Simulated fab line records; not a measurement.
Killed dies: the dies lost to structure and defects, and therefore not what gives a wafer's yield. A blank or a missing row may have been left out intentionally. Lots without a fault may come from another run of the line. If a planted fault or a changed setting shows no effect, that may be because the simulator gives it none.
Which tool is to blame? | flow sfq_line | Sampling: 6 lots, 18 wafers, 3 of 325 route steps

WHAT EACH GAUGE READ, for each wafer
SFQ_C5_OVL_MEAS_937.
lot  | measured     | on         | C5_OVL (nm)
L557 | day 69 21:51 | overlay-01 | 0 1 -1
L560 | day 70 07:35 | overlay-02 | -2 -9 -8
L564 | day 71 03:34 | overlay-01 | -1 -5 -4
L570 | day 72 18:51 | overlay-02 | -2 8 0
L573 | day 73 09:22 | overlay-02 | -1 -2 -4
L575 | day 73 16:33 | overlay-01 | 9 -4 -6

WHAT TOOL EACH LOT RAN ON (gives the tool, then ch and the chambers of the sampled wafers, and finally the start)
lot  | SFQ_TRILAYER_M5_STRIP_STRIP_127   | SFQ_TRILAYER_A5C_DEP_PECVD_142
L557 | rie_metal-04 ch 0,1, day 52 18:35 | pecvd-04 ch 0,1,2, day 58 23:47
L560 | rie_metal-03 ch 0,1, day 52 23:16 | pecvd-02 ch 2, day 59 09:23
L564 | rie_metal-04 ch 0,1, day 53 23:50 | pecvd-02 ch 1,2, day 60 14:31
L570 | rie_metal-04 ch 0,1, day 57 17:09 | pecvd-02 ch 0,2, day 63 20:26
L573 | rie_metal-02 ch 0,1, day 58 08:57 | pecvd-04 ch 0,1,2, day 64 09:53
L575 | rie_metal-03 ch 0, day 64 06:43   | pecvd-02 ch 1,2, day 64 15:28
- SFQ_TRILAYER_M5_STRIP_STRIP_127: strips in O2.
- SFQ_TRILAYER_A5C_DEP_PECVD_142: deposits SiO2 from SiH4/N2O, time 15.556 s, target thk 70 nm.

THE ANSWER, worked out from the rows above alone
Rule: usual is defined by the lots themselves. The widest of any qualifying gaps counts: lots, ordered by their means at a reading, are off when they make up no more than a third of the lots, leave a main group of 4 or more, and stand apart from it by 3 or more times the standard deviation of that group's means. The tables above print the reading to a certain number of digits; a main group whose means all agree to those digits is not used. A lot without any number at a reading at which 4 lots or more have one is off too. All remaining lots with rows at the step are treated as sound.
Nothing can be told from this: no lot is off at any reading shown.

WHAT HAD BEEN PUT IN BY THE SIMULATOR
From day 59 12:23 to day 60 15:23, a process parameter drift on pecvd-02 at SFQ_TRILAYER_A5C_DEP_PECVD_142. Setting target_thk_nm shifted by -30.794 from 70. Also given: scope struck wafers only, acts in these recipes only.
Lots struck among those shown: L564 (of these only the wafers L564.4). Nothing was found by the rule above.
